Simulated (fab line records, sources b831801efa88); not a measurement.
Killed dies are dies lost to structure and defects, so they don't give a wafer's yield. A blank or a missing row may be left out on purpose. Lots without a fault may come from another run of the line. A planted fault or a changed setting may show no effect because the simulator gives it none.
Which tool did it? | flow gf180mcu | 24 lots, 72 wafers sampled, at 3 steps of a route of 602

WHAT THE GAUGES READ, wafer by wafer
GF_HV_LDD_OVL_MEAS_47. Usual: HV_LDD_03_OVL 0.8 nm, standard deviation 1.3.
lot  | measured     | on         | HV_LDD_03_OVL (nm) | flag
L074 | day 12 15:02 | overlay-01 | 0.0 1.0 -0.2       |
L075 | day 12 16:52 | overlay-02 | 2.4 0.9 0.1        |
L076 | day 12 22:14 | overlay-01 | 1.1 3.4 1.9        |
L077 | day 13 04:58 | overlay-02 | -2.7 -2.3 -1.3     |
L078 | day 13 17:09 | overlay-02 | 3.1 -0.4 -0.9      |
L079 | day 13 21:52 | overlay-02 | 0.2 0.9 1.3        |
L080 | day 14 14:13 | overlay-01 | 1.1 2.6 1.9        |
L081 | day 15 00:06 | overlay-02 | 0.6 0.5 1.9        |
L082 | day 15 07:04 | overlay-01 | 1.3 -0.1 0.6       |
L083 | day 15 11:22 | overlay-01 | 0.4 0.6 1.2        |
L084 | day 16 03:30 | overlay-02 | 1.4 -0.7 1.0       |
L085 | day 16 09:21 | overlay-02 | 2.1 1.1 1.5        |
L086 | day 16 11:42 | overlay-01 | 1.1 1.0 -0.4       |
L087 | day 16 17:07 | overlay-01 | 1.7 0.2 -0.2       |
L088 | day 17 07:14 | overlay-01 | 0.5 -1.4 -0.4      |
L089 | day 17 20:59 | overlay-01 | 1.3 0.2 0.5        |
L091 | day 18 08:15 | overlay-02 | 3.2 2.0 1.2        |
L090 | day 18 08:30 | overlay-02 | -3.9 -2.0 -1.7     |
L092 | day 18 12:09 | overlay-02 | 0.3 2.9 1.3        |
L093 | day 18 22:51 | overlay-01 | 0.3 0.2 -0.7       |
L094 | day 18 23:17 | overlay-01 | 1.2 3.2 2.9        |
L095 | day 19 15:11 | overlay-02 | 2.2 2.3 2.4        |
L096 | day 19 23:10 | overlay-02 | 0.7 0.1 1.1        |
L097 | day 20 00:33 | overlay-02 | -1.8 -0.3 0.9      |

GF_M4_RS_MEAS_05: measures by four-point-probe. Usual: M4_ALCU_RS 0.0699 ohm/sq, standard deviation 0.00074.
lot  | measured     | on            | M4_ALCU_RS (ohm/sq)  | flag
L074 | day 22 19:27 | film_metro-03 | 0.0692 0.0692 0.0703 |
L075 | day 22 23:11 | film_metro-03 | 0.0693 0.0692 0.0693 |
L076 | day 23 01:24 | film_metro-03 | 0.0700 0.0702 0.0703 |
L077 | day 23 08:15 | film_metro-03 | 0.0703 0.0700 0.0694 |
L078 | day 23 23:13 | film_metro-03 | 0.0693 0.0698 0.0709 |
L079 | day 24 04:59 | film_metro-03 | 0.0695 0.0698 0.0690 |
L080 | day 24 21:38 | film_metro-01 | 0.0707 0.0703 0.0714 |
L081 | day 25 06:07 | film_metro-03 | 0.0690 0.0688 0.0706 |
L082 | day 25 14:02 | film_metro-03 | 0.0695 0.0688 0.0695 |
L083 | day 25 16:54 | film_metro-01 | 0.0708 0.0718 0.0711 |
L084 | day 26 09:24 | film_metro-03 | 0.0705 0.0698 0.0704 |
L085 | day 26 14:01 | film_metro-01 | 0.0695 0.0710 0.0704 |
L086 | day 26 17:41 | film_metro-01 | 0.0688 0.0687 0.0691 |
L087 | day 26 21:46 | film_metro-03 | 0.0704 0.0708 0.0712 |
L088 | day 27 10:27 | film_metro-01 | 0.0691 0.0703 0.0711 |
L089 | day 27 19:08 | film_metro-01 | 0.0712 0.0705 0.0706 |
L091 | day 28 07:07 | film_metro-01 | 0.0704 0.0704 0.0703 |
L090 | day 28 09:29 | film_metro-03 | 0.0689 0.0700 0.0690 |
L092 | day 28 10:25 | film_metro-03 | 0.0692 0.0695 0.0690 |
L093 | day 28 20:07 | film_metro-03 | 0.0692 0.0702 0.0701 |
L094 | day 28 21:09 | film_metro-03 | 0.0699 0.0696 0.0696 |
L095 | day 29 08:33 | film_metro-03 | 0.0702 0.0700 0.0702 |
L096 | day 29 14:44 | film_metro-01 | 0.0694 0.0690 0.0699 |
L097 | day 29 14:58 | film_metro-03 | 0.0702 0.0701 0.0705 |

GF_V4_OVL_MEAS_15. Usual: V4_OVL 0 nm, standard deviation 5.3.
lot  | measured     | on         | V4_OVL (nm) | flag
L074 | day 24 17:15 | overlay-01 | -7 -5 -1    |
L075 | day 24 21:24 | overlay-02 | -4 -3 0     |
L076 | day 24 23:12 | overlay-01 | -1 -6 4     |
L077 | day 25 06:04 | overlay-01 | -9 5 0      |
L078 | day 25 20:02 | overlay-02 | -2 3 1      |
L079 | day 26 01:00 | overlay-01 | 3 1 8       |
L080 | day 26 16:28 | overlay-01 | -5 6 -3     |
L081 | day 27 00:09 | overlay-01 | 6 6 -1      |
L082 | day 27 08:16 | overlay-01 | 2 -1 4      |
L083 | day 27 11:22 | overlay-01 | 0 3 7       |
L084 | day 28 02:57 | overlay-02 | -5 -5 -1    |
L085 | day 28 07:36 | overlay-02 | -7 2 -2     |
L086 | day 28 10:48 | overlay-01 | -3 -5 3     |
L087 | day 28 15:23 | overlay-02 | 6 1 -5      |
L088 | day 29 03:12 | overlay-01 | -7 -1 -1    |
L089 | day 29 11:11 | overlay-01 | 8 3 -3      |
L091 | day 29 23:01 | overlay-02 | 11 1 6      |
L090 | day 30 01:26 | overlay-02 | -6 3 1      |
L092 | day 30 02:05 | overlay-02 | 9 10 13     |
L093 | day 30 11:12 | overlay-01 | -2 -6 -4    |
L094 | day 30 11:20 | overlay-02 | -9 -4 4     |
L095 | day 30 23:02 | overlay-01 | -5 3 -9     |
L096 | day 31 04:40 | overlay-01 | 4 0 1       |
L097 | day 31 04:56 | overlay-02 | -6 0 -3     |

WHICH TOOL RAN EACH LOT (tool, then ch and the chambers of the sampled wafers, then the start)
The record holds no process step before these readings.

WHAT THE TOOLS THEMSELVES READ (means of the sampled wafers that have a number; where no wafer has one, the mark that the record gives instead)
The record holds no such reading with a usual standard deviation.

THE ANSWER, worked out from the rows above alone
Rule: a lot is off if the mean of its wafers that have a number lies more than 3 standard deviations from the usual mean. A lot without any number at a reading at which 4 lots or more have one is off too. The other lots that the step has rows for count as sound. The gauges are gone through in route order, then the tools' own readings, and for those a lot's mean is taken as printed above. The first step at which some lot is off is used, and at that step the reading that is off furthest; a lot without a number counts as furthest.
No lot is off at any reading shown: from this, nothing can be told.

WHAT THE SIMULATOR HAD PUT IN
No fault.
